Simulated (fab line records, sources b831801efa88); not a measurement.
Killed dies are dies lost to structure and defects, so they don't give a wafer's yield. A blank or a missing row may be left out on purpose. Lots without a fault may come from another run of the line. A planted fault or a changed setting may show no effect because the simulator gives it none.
fab line records | flow sfq_line
record lots=14 wafers=41 last_day=86
route steps=325 shown I7@308
lots that met no fault: from a run of the same line without faults
start_h: hours from the record's first day to the start of the lot's first wafer shown | wait_h: hours since the lot's step before | " the same as in the row above | L1.1+2: a row that stands for several wafers | - no value, or no start given | * or withheld: withheld | < > ~ a bound
route shown NAME@n: a module of which the file shows steps, and the number in the route of the first | usual: mean/standard deviation of fault-free wafers | same: alike in all rows | chamber/n: place in a boat | sites: the reading at each site | _std_site: their standard deviation | _edge_site: outer sites' mean less inner sites' | radius_mm: how far each site lies from the wafer's centre | mask NAME#n: copy n | behind: the tool/chamber that last shaped the wafer | hold: why the lot was held/for how many hours/how that ended | device: the transistor (n, p or np) that didn't switch | end of line: the same wafers' tests at the end of the route | a step without rows: its recipe alone | killed: dies lost to structure and defects at the first sort, not the wafer's yield | map: a wafer's dies, x killed, . not, _ none there
set.NAME: the setting as run; set.NAME@STEP: as run at that earlier step | model.NAME: the simulator's own value behind a step, which no gauge read
steps of the route over a sample of lots; a table a step, a row a wafer
services: from which hour (start_h, from the record's first day; less than 0 if before it) a tool's chamber was out of use, for how many hours, and why
## steps
# step SFQ_TRILAYER_I7_VIA_ETCH_VIA_ETCH_190
# recipe target=SiO2 stop_on=Nb mask_material=PR taper_deg=20 chemistry=CHF3 target_depth_nm=260 source_w=500 bias_w=80 pressure_mtorr=30 time_s=withheld
# usual bias_w=80.00/0.23 drypump_motor_current_A=5.5/0.4 oes_product_au=0.854/0.0059
# columns lot.wafer tool chamber start_h wait_h bias_w drypump_motor_current_A oes_product_au
L280.1 rie_diel-04 1 1750.78 0.0 79.95 6.0 0.853
L280.2 " 0 " " 79.86 5.8 0.865
L280.3 " 3 " " 80.41 5.4 0.867
L281.2 rie_diel-02 1 1755.58 0.0 79.74 5.8 0.857
L281.4 " 3 " " 80.13 5.7 0.850
L281.6 " 2 " " 79.71 5.5 0.852
L282.1 rie_diel-04 3 1757.98 0.0 80.43 5.4 0.866
L282.2 " 1 " " 79.85 6.0 0.847
L282.4 " 2 " " 80.53 5.2 0.856
L283.1 rie_diel-04 0 1775.92 0.0 79.79 5.8 0.861
L283.3 " 2 " " 80.02 5.2 0.850
L283.6 " 2 " " 80.10 5.2 0.868
L284.1 rie_diel-03 0 1778.32 0.0 79.74 5.9 0.854
L284.2 " 3 " " 79.72 5.2 0.855
L284.5 " 0 " " 80.03 5.9 0.852
L285.1 rie_diel-02 3 1896.57 0.0 80.34 5.8 0.861
L285.3 " 2 " " 80.12 5.5 0.865
L285.4 " 1 " " 80.21 5.8 0.848
L287.1 rie_diel-03 0 1902.57 0.0 80.56 5.9 0.853
L287.4 " 3 " " 80.23 5.1 0.843
L287.6 " 2 " " 80.04 6.1 0.865
L288.1 rie_diel-02 1 1912.17 0.0 80.28 5.8 0.859
L288.3 " 3 " " 79.94 5.8 0.856
L288.4 " 0 " " 80.12 5.5 0.858
L289.2 rie_diel-03 3 1919.37 0.0 63.06 5.1 0.859
L289.3 " 0 " " 63.34 5.8 0.852
L290.2 rie_diel-04 1 1921.77 0.0 80.11 5.9 0.851
L290.3 " 0 " " 80.25 5.8 0.850
L290.6 " 0 " " 80.32 5.8 0.841
L291.2 rie_diel-03 1 1926.57 0.0 63.32 4.8 0.854
L291.3 " 0 " " 63.21 5.9 0.860
L291.4 " 2 " " 63.73 6.1 0.847
L292.2 rie_diel-04 2 1932.57 0.0 79.84 5.2 0.853
L292.3 " 1 " " 79.90 5.9 0.845
L292.4 " 3 " " 79.99 5.4 0.856
L297.2 rie_diel-04 0 1960.18 0.0 80.25 5.9 0.851
L297.4 " 3 " " 80.35 5.4 0.859
L297.6 " 1 " " 80.11 6.0 0.852
L303.2 rie_diel-04 1 1982.14 0.0 79.89 5.9 0.859
L303.3 " 3 " " 80.34 5.4 0.851
L303.6 " 3 " " 79.93 5.4 0.851
## services
# columns tool chamber start_h hours kind
rie_diel-04 3 1734.64 - clean
rie_diel-04 3 1734.64 11.5 scheduled_down
rie_diel-04 3 1734.64 11.5 vent_cycle
rie_diel-02 0 1765.32 19.4 repair
rie_diel-04 1 1785.80 2.3 repair
rie_diel-04 - 1800.47 0.9 repair
rie_diel-03 1 1819.70 4.9 repair
rie_diel-03 0 1830.49 - clean
rie_diel-03 0 1830.49 20.5 scheduled_down
rie_diel-03 0 1830.49 20.5 vent_cycle
rie_diel-04 2 1833.23 2.7 repair
rie_diel-03 3 1839.68 7.5 repair
rie_diel-03 3 1851.60 1.2 repair
rie_diel-02 3 1854.15 6.6 repair
rie_diel-03 - 1858.78 0.1 repair
rie_diel-03 3 1878.19 4.3 repair
rie_diel-02 0 1886.45 10.3 repair
rie_diel-02 1 1898.48 3.1 repair
rie_diel-04 0 1900.90 2.4 repair
rie_diel-04 2 1906.62 4.0 repair
rie_diel-02 1 1963.24 2.7 repair
rie_diel-04 0 1975.01 - clean
rie_diel-04 0 1975.01 12.2 scheduled_down
rie_diel-04 0 1975.01 12.2 vent_cycle
## key
first_sign step=SFQ_TRILAYER_I7_VIA_ETCH_VIA_ETCH_190 reading=bias_w direction=down sigmas=72 usual=80.00 struck=63.33
effect none on later readings
met_at SFQ_TRILAYER_I7_VIA_ETCH_VIA_ETCH_190
struck_lots L289,L291
onset_between 1902.57 1919.37
fault kind=process_parameter_drift tool=rie_diel-03 chamber=- onset_h=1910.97 steps=SFQ_TRILAYER_I7_VIA_ETCH_VIA_ETCH_190 channel=bias_w offset=-16.504 shape=step end_h=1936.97 acts_in=these_recipes_only stated=80
